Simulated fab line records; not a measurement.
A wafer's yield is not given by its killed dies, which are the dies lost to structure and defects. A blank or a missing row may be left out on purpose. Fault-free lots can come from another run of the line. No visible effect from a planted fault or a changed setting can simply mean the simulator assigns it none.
Which tool did it? / flow gf180mcu / Sampling: 13 lots, 39 wafers, 4 of 602 route steps

== WHAT THE GAUGES SHOWED, per wafer ==
GF_TOP_METAL_RS_MEAS_05: measures by four-point-probe. Usual: for TOP_METAL_ALCU_RS the level is 0.0329 ohm/sq and the standard deviation is 0.00033.
lot=L338; measured=day 27 09:08; on=film-metro-04; TOP_METAL_ALCU_RS (ohm/sq)=0.0327 0.0325 0.0329; flag=
lot=L339; measured=day 27 14:08; on=film-metro-02; TOP_METAL_ALCU_RS (ohm/sq)=0.0329 0.0328 0.0329; flag=
lot=L342; measured=day 28 10:18; on=film-metro-04; TOP_METAL_ALCU_RS (ohm/sq)=0.0333 0.0333 0.0330; flag=
lot=L348; measured=day 30 05:38; on=film-metro-02; TOP_METAL_ALCU_RS (ohm/sq)=0.0328 0.0328 0.0325; flag=
lot=L349; measured=day 30 15:05; on=film-metro-04; TOP_METAL_ALCU_RS (ohm/sq)=0.0331 0.0327 0.0329; flag=
lot=L354; measured=day 32 02:43; on=film-metro-02; TOP_METAL_ALCU_RS (ohm/sq)=0.0324 0.0323 0.0334; flag=
lot=L355; measured=day 32 14:41; on=film-metro-01; TOP_METAL_ALCU_RS (ohm/sq)=0.0327 0.0334 0.0331; flag=
lot=L356; measured=day 32 19:52; on=film-metro-01; TOP_METAL_ALCU_RS (ohm/sq)=0.0329 0.0330 0.0329; flag=
lot=L357; measured=day 33 00:51; on=film-metro-02; TOP_METAL_ALCU_RS (ohm/sq)=0.0329 0.0323 0.0328; flag=
lot=L359; measured=day 33 03:13; on=film-metro-01; TOP_METAL_ALCU_RS (ohm/sq)=0.0330 0.0328 0.0329; flag=
lot=L358; measured=day 33 04:28; on=film-metro-04; TOP_METAL_ALCU_RS (ohm/sq)=0.0324 0.0324 0.0322; flag=
lot=L360; measured=day 33 12:45; on=film-metro-01; TOP_METAL_ALCU_RS (ohm/sq)=0.0329 0.0333 0.0333; flag=
lot=L361; measured=day 33 18:20; on=film-metro-04; TOP_METAL_ALCU_RS (ohm/sq)=0.0325 0.0331 0.0323; flag=

== WHAT TOOL EACH LOT RAN ON (gives the tool, then ch and the chambers of the sampled wafers, and finally the start) ==
lot=L338; GF_M2_STRIP_17=plasma-asher-03 ch 0, day 19 06:37; GF_M4_SPUTTER_00=pvd-sputter-04, day 22 12:18; GF_V4_SPUTTER_22=pvd-sputter-03, day 24 11:26
lot=L339; GF_M2_STRIP_17=plasma-asher-04 ch 0,1, day 19 13:00; GF_M4_SPUTTER_00=pvd-sputter-02, day 22 18:28; GF_V4_SPUTTER_22=pvd-sputter-04, day 24 17:16
lot=L342; GF_M2_STRIP_17=plasma-asher-01 ch 0,1, day 20 12:07; GF_M4_SPUTTER_00=pvd-sputter-04, day 23 15:39; GF_V4_SPUTTER_22=pvd-sputter-03, day 25 14:28
lot=L348; GF_M2_STRIP_17=plasma-asher-01 ch 0,1, day 22 18:14; GF_M4_SPUTTER_00=pvd-sputter-01, day 25 18:20; GF_V4_SPUTTER_22=pvd-sputter-03, day 27 15:43
lot=L349; GF_M2_STRIP_17=plasma-asher-01 ch 0,1, day 23 05:02; GF_M4_SPUTTER_00=pvd-sputter-04, day 26 04:08; GF_V4_SPUTTER_22=pvd-sputter-03, day 28 01:19
lot=L354; GF_M2_STRIP_17=plasma-asher-03 ch 0,1, day 25 01:03; GF_M4_SPUTTER_00=pvd-sputter-04, day 27 22:29; GF_V4_SPUTTER_22=pvd-sputter-03, day 29 16:27
lot=L355; GF_M2_STRIP_17=plasma-asher-01 ch 0,1, day 25 16:19; GF_M4_SPUTTER_00=pvd-sputter-02, day 28 13:03; GF_V4_SPUTTER_22=pvd-sputter-04, day 30 05:50
lot=L356; GF_M2_STRIP_17=plasma-asher-04 ch 0,1, day 25 23:08; GF_M4_SPUTTER_00=pvd-sputter-01, day 28 18:41; GF_V4_SPUTTER_22=pvd-sputter-04, day 30 10:56
lot=L357; GF_M2_STRIP_17=plasma-asher-04 ch 0,1, day 26 07:56; GF_M4_SPUTTER_00=pvd-sputter-01, day 29 02:25; GF_V4_SPUTTER_22=pvd-sputter-04, day 30 18:08
lot=L359; GF_M2_STRIP_17=plasma-asher-04 ch 0,1, day 26 10:34; GF_M4_SPUTTER_00=pvd-sputter-04, day 29 04:55; GF_V4_SPUTTER_22=pvd-sputter-02, day 30 19:45
lot=L358; GF_M2_STRIP_17=plasma-asher-01 ch 0,1, day 26 11:09; GF_M4_SPUTTER_00=pvd-sputter-01, day 29 05:15; GF_V4_SPUTTER_22=pvd-sputter-02, day 30 21:01
lot=L360; GF_M2_STRIP_17=plasma-asher-01 ch 0,1, day 26 20:54; GF_M4_SPUTTER_00=pvd-sputter-04, day 29 15:31; GF_V4_SPUTTER_22=pvd-sputter-04, day 31 06:01
lot=L361; GF_M2_STRIP_17=plasma-asher-01 ch 0,1, day 27 05:36; GF_M4_SPUTTER_00=pvd-sputter-01, day 29 21:11; GF_V4_SPUTTER_22=pvd-sputter-04, day 31 12:11
- GF_M2_STRIP_17: strips in O2/N2.
- GF_M4_SPUTTER_00: material Ti, target thk 37.5 nm, time 150 s.
- GF_V4_SPUTTER_22: material TiN, target thk 10 nm, time 40 s.

== AS READ BY THE TOOLS THEMSELVES (means over the sampled wafers that have a number; for cases with no such wafer, the mark the record gives instead) ==
GF_M2_STRIP_17. Usual: drypump-motor-current-A 5.77 A, standard deviation 0.15; heater-power-w 341 W, standard deviation 33; oes-product-au 0.540 a.u., standard deviation 0.005; strip-time-to-endpoint-s 7.45 s, standard deviation 0.039.
lot=L338; tool=plasma-asher-03; drypump-motor-current-A (A)=5.69; heater-power-w (W)=376; oes-product-au (a.u.)=0.538; strip-time-to-endpoint-s (s)=7.47; flag=
lot=L339; tool=plasma-asher-04; drypump-motor-current-A (A)=6.01; heater-power-w (W)=339; oes-product-au (a.u.)=0.547; strip-time-to-endpoint-s (s)=7.50; flag=
lot=L342; tool=plasma-asher-01; drypump-motor-current-A (A)=5.68; heater-power-w (W)=338; oes-product-au (a.u.)=0.546; strip-time-to-endpoint-s (s)=7.44; flag=
lot=L348; tool=plasma-asher-01; drypump-motor-current-A (A)=5.69; heater-power-w (W)=335; oes-product-au (a.u.)=0.542; strip-time-to-endpoint-s (s)=7.41; flag=
lot=L349; tool=plasma-asher-01; drypump-motor-current-A (A)=5.67; heater-power-w (W)=336; oes-product-au (a.u.)=0.540; strip-time-to-endpoint-s (s)=7.44; flag=
lot=L354; tool=plasma-asher-03; drypump-motor-current-A (A)=5.75; heater-power-w (W)=380; oes-product-au (a.u.)=0.537; strip-time-to-endpoint-s (s)=7.48; flag=
lot=L355; tool=plasma-asher-01; drypump-motor-current-A (A)=5.67; heater-power-w (W)=319; oes-product-au (a.u.)=0.542; strip-time-to-endpoint-s (s)=7.47; flag=
lot=L356; tool=plasma-asher-04; drypump-motor-current-A (A)=6.01; heater-power-w (W)=345; oes-product-au (a.u.)=0.537; strip-time-to-endpoint-s (s)=7.41; flag=
lot=L357; tool=plasma-asher-04; drypump-motor-current-A (A)=6.00; heater-power-w (W)=345; oes-product-au (a.u.)=0.541; strip-time-to-endpoint-s (s)=7.42; flag=
lot=L359; tool=plasma-asher-04; drypump-motor-current-A (A)=6.01; heater-power-w (W)=342; oes-product-au (a.u.)=0.541; strip-time-to-endpoint-s (s)=7.45; flag=
lot=L358; tool=plasma-asher-01; drypump-motor-current-A (A)=5.69; heater-power-w (W)=336; oes-product-au (a.u.)=0.540; strip-time-to-endpoint-s (s)=7.45; flag=
lot=L360; tool=plasma-asher-01; drypump-motor-current-A (A)=5.68; heater-power-w (W)=332; oes-product-au (a.u.)=0.543; strip-time-to-endpoint-s (s)=7.51; flag=
lot=L361; tool=plasma-asher-01; drypump-motor-current-A (A)=5.66; heater-power-w (W)=319; oes-product-au (a.u.)=0.542; strip-time-to-endpoint-s (s)=7.51; flag=

GF_M4_SPUTTER_00. Usual: 30.2 % for throttle-valve-pct, sd 0.9.
lot=L338; tool=pvd-sputter-04; throttle-valve-pct (%)=30.6; flag=
lot=L339; tool=pvd-sputter-02; throttle-valve-pct (%)=30.0; flag=
lot=L342; tool=pvd-sputter-04; throttle-valve-pct (%)=29.5; flag=
lot=L348; tool=pvd-sputter-01; throttle-valve-pct (%)=30.4; flag=
lot=L349; tool=pvd-sputter-04; throttle-valve-pct (%)=31.0; flag=
lot=L354; tool=pvd-sputter-04; throttle-valve-pct (%)=29.9; flag=
lot=L355; tool=pvd-sputter-02; throttle-valve-pct (%)=28.3; flag=
lot=L356; tool=pvd-sputter-01; throttle-valve-pct (%)=30.7; flag=
lot=L357; tool=pvd-sputter-01; throttle-valve-pct (%)=30.3; flag=
lot=L359; tool=pvd-sputter-04; throttle-valve-pct (%)=30.5; flag=
lot=L358; tool=pvd-sputter-01; throttle-valve-pct (%)=30.7; flag=
lot=L360; tool=pvd-sputter-04; throttle-valve-pct (%)=30.7; flag=
lot=L361; tool=pvd-sputter-01; throttle-valve-pct (%)=30.5; flag=

GF_V4_SPUTTER_22. Usual: 29.8 % for throttle-valve-pct, sd 1.1.
lot=L338; tool=pvd-sputter-03; throttle-valve-pct (%)=30.2; flag=
lot=L339; tool=pvd-sputter-04; throttle-valve-pct (%)=29.6; flag=
lot=L342; tool=pvd-sputter-03; throttle-valve-pct (%)=30.1; flag=
lot=L348; tool=pvd-sputter-03; throttle-valve-pct (%)=29.6; flag=
lot=L349; tool=pvd-sputter-03; throttle-valve-pct (%)=28.6; flag=
lot=L354; tool=pvd-sputter-03; throttle-valve-pct (%)=29.6; flag=
lot=L355; tool=pvd-sputter-04; throttle-valve-pct (%)=29.9; flag=
lot=L356; tool=pvd-sputter-04; throttle-valve-pct (%)=30.6; flag=
lot=L357; tool=pvd-sputter-04; throttle-valve-pct (%)=30.0; flag=
lot=L359; tool=pvd-sputter-02; throttle-valve-pct (%)=29.0; flag=
lot=L358; tool=pvd-sputter-02; throttle-valve-pct (%)=28.1; flag=
lot=L360; tool=pvd-sputter-04; throttle-valve-pct (%)=30.3; flag=
lot=L361; tool=pvd-sputter-04; throttle-valve-pct (%)=31.1; flag=

== THE ANSWER, worked out from the rows above alone ==
Rule: a lot counts as off when the mean over its wafers that have a number is more than 3 standard deviations away from the usual mean. A lot without any number at a reading at which 4 lots or more have one is off too. Where the step has rows for the other lots, those lots are counted as sound. The gauges are gone through in route order, then the tools' own readings, and for those a lot's mean is taken as printed above. The first step at which some lot is off is used, and at that step the reading that is off furthest; a lot without a number counts as furthest.
None of the lots is off at any reading shown; this tells nothing.

== WHAT WAS PUT IN BY THE SIMULATOR ==
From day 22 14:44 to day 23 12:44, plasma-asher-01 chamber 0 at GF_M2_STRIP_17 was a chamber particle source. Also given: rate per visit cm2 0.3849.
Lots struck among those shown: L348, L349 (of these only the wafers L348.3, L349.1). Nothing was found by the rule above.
